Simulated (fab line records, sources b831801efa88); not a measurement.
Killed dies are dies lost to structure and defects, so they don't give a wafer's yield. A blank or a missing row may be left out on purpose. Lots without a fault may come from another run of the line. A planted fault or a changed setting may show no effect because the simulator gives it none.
A struck lot beside a sound one | flow sky130 | 36 steps out of a route of 708
Sound: wafers L432.1, L432.3, L432.5. Struck: wafers L447.1, L447.2, L447.5. The cause comes at the end.
At each step with rows: each side's tool, then ch and its chambers, then its first start. Under that, the readings that differ: sound wafers | struck wafers | difference of the means | sigmas: that difference in standard deviations of wafers without a fault.
alike: readings whose means differ by less than 2 such deviations, and words and numbers that are the same on both sides. not compared: withheld readings, readings that some wafer has no value for, bounds like >300 that may hide the same value, and numbers for which the record gives no deviation and whose values overlap.
The two part at a step that has a row with sigmas, a row that says differs or no value, or rows on one side only. Numbers that don't overlap but have no deviation are shown without sigmas and don't part them. A reading that every wafer of one side lacks parts them only if that side has two wafers or more.

first, 10 steps without rows for these wafers: SKY_GATE_OXIDE_COAT_05 (resist thk 1140 nm); SKY_GATE_OXIDE_SOFTBAKE_06 (time 60 s); SKY_GATE_OXIDE_EXPOSE_07 (exposes mask LVOM, target cd 600 nm); SKY_GATE_OXIDE_PEB_08; SKY_GATE_OXIDE_DEVELOP_09 (develop time 60 s); SKY_GATE_OXIDE_IMPLANT_11; SKY_GATE_OXIDE_WET_ETCH_12 (etches SiO2 in dHF, target depth 16.8 nm, time 336 s); SKY_GATE_OXIDE_STRIP_13 (strips in O2/N2); SKY_GATE_OXIDE_CLEAN_15 (cleans in SC1/SC2, time 150 s); SKY_GATE_OXIDE_OXIDATION_16 (stabilise 600 s, purge 300 s, target thk 3.57 nm).
SKY_POLY_GATE_CVD_00: deposits poly-Si, target thk 180 nm, time 720 s.
  sound on lpcvd-01 ch 0, day 14 17:48; struck on lpcvd-01 ch 1, day 19 18:42
  reading                                       | sound             | struck          | difference | sigmas
  model.poly-Si_of_POLY_GATE_CVD_00.thk_nm (nm) | 176.5 176.7 177.9 | 142.7 143 142.5 | -34.3      |
SKY_POLY_GATE_THK_MEAS_01:
  sound on film_metro-04, day 14 19:00; struck on film_metro-01, day 19 20:30
  reading                   | sound             | struck            | difference | sigmas
  POLY_GATE_CVD_00_THK (nm) | 176.6 176.8 177.9 | 142.7 143.1 142.5 | -34.3      | -23
then, 9 steps without rows for these wafers: SKY_RES_PROTECT_DEHYDRATE_00 (time 60 s); SKY_RES_PROTECT_HMDS_01 (prime time 60 s); SKY_RES_PROTECT_COAT_02 (resist thk 1140 nm); SKY_RES_PROTECT_SOFTBAKE_03 (time 60 s); SKY_RES_PROTECT_EXPOSE_04 (exposes mask RPM, target cd 1270 nm); SKY_RES_PROTECT_PEB_05; SKY_RES_PROTECT_DEVELOP_06 (develop time 60 s); SKY_POLY_GATE_IMPLANT_02; SKY_RES_PROTECT_STRIP_07 (strips in O2/N2).
SKY_RES_PROTECT_CLEAN_09: cleans in SC1/SC2, time 150 s.
  sound on wet_bench-01 ch 0, day 15 22:11; struck on wet_bench-04 ch 0, day 21 03:44
  reading                                       | sound             | struck          | difference | sigmas
  model.poly-Si_of_POLY_GATE_CVD_00.thk_nm (nm) | 175.9 176.1 177.2 | 142 142.4 141.9 | -34        |
then, 11 steps without rows for these wafers: SKY_POLY_GATE_CVD_03 (deposits Si3N4 from DCS/NH3, target thk 75 nm, time 1290 s); SKY_POLY_GATE_DEHYDRATE_05 (time 60 s); SKY_POLY_GATE_HMDS_06 (prime time 60 s); SKY_POLY_GATE_COAT_07 (resist thk 110 nm); SKY_POLY_GATE_COAT_08 (resist thk 450 nm); SKY_POLY_GATE_SOFTBAKE_09 (time 90 s); SKY_POLY_GATE_EXPOSE_10 (exposes mask P1M, target cd 150 nm); SKY_POLY_GATE_PEB_11; SKY_POLY_GATE_DEVELOP_12 (develop time 60 s); SKY_POLY_GATE_ETCH_15 (etches BARC in N2/H2, stops on SiO2, time 118.5 s, target depth 110 nm); SKY_POLY_GATE_ETCH_16 (etches Si3N4 in CH3F/O2, stops on poly-Si, time 147.5 s, target depth 75 nm).
SKY_POLY_GATE_ETCH_17: etches poly-Si in HBr/Cl2, stops on SiO2, target depth 180 nm, time 70.5 s.
  sound on rie_si-01 ch 0,1,3, day 17 05:55; struck on rie_si-01 ch 2,3, day 22 14:01
  reading                               | sound             | struck            | difference | sigmas
  oes_product_au (a.u.)                 | 0.980 0.976 0.988 | 0.849 0.853 0.845 | -0.132     | -19
  model.POLY_GATE.feature_depth_nm (nm) | 175.9 176.1 177.2 | 142 142.4 141.9   | -34        |
  model.etch.depth_nm (nm)              | 175.9 176.1 177.2 | 142 142.4 141.9   | -34        |
  alike: drypump_motor_current_A, he_backside_leak_sccm, throttle_valve_pct
  not compared: rf_hours_counter_h
then, 1 step without rows for these wafers: SKY_POLY_GATE_STRIP_18 (strips in O2/N2).
-- the record jumps here: 27 days lie between the struck wafers' starts before and after (it left off in module POLY_GATE and takes up again in module PAD_OPEN, whose first step shown is number 708 of the route) --
SKY_PAD_OPEN_PROBE_99:
  sound on prober-01, day 46 12:35; struck on prober-02, day 49 13:12
  reading                              | sound             | struck            | difference | sigmas
  model.etest.res_xhigh_po.line_ohm_um | 5647 5533 5554    | 5428 5456 5310    | -180       |
  model.etest.res_xhigh_po.rs_ohm_sq   | 1973 1948 1949    | 1886 1862 1825    | -99        |
  model.etest.res_high_po.line_ohm_um  | 764.8 737.5 763   | 897.5 884 881.5   | +132.6     |
  model.etest.res_poly.line_ohm_um     | 537.8 517 523.8   | 661.2 664.6 656.1 | +134.4     |
  model.etest.res_high_po.rs_ohm_sq    | 266.2 265.1 264.2 | 312.4 308.8 304.1 | +43.3      |
  model.etest.licon_high_po.rc_ohm     | 365.9 344.8 352.2 | 327.3 322.4 320   | -31.1      |
  model.etest.res_poly.rs_ohm_sq       | 48.83 48.41 48.41 | 58.21 58.41 57.02 | +9.33      |
  model.etest.cap_li_to_poly.c_af_um2  | 94.83 98.42 94.83 | 87.17 92.28 89.54 | -6.36      |
  alike: killed_at_M0_to_M3, killed_at_M4_up, killed_at_contacts, killed_at_front_end, killed_at_other, killed_dies, killed_open, killed_short

WHERE THEY PART
First at SKY_POLY_GATE_THK_MEAS_01; last, within this record, at SKY_POLY_GATE_ETCH_17. Later steps at which nothing parts them and some readings are alike: SKY_PAD_OPEN_PROBE_99.

WHY: what the simulator had put in
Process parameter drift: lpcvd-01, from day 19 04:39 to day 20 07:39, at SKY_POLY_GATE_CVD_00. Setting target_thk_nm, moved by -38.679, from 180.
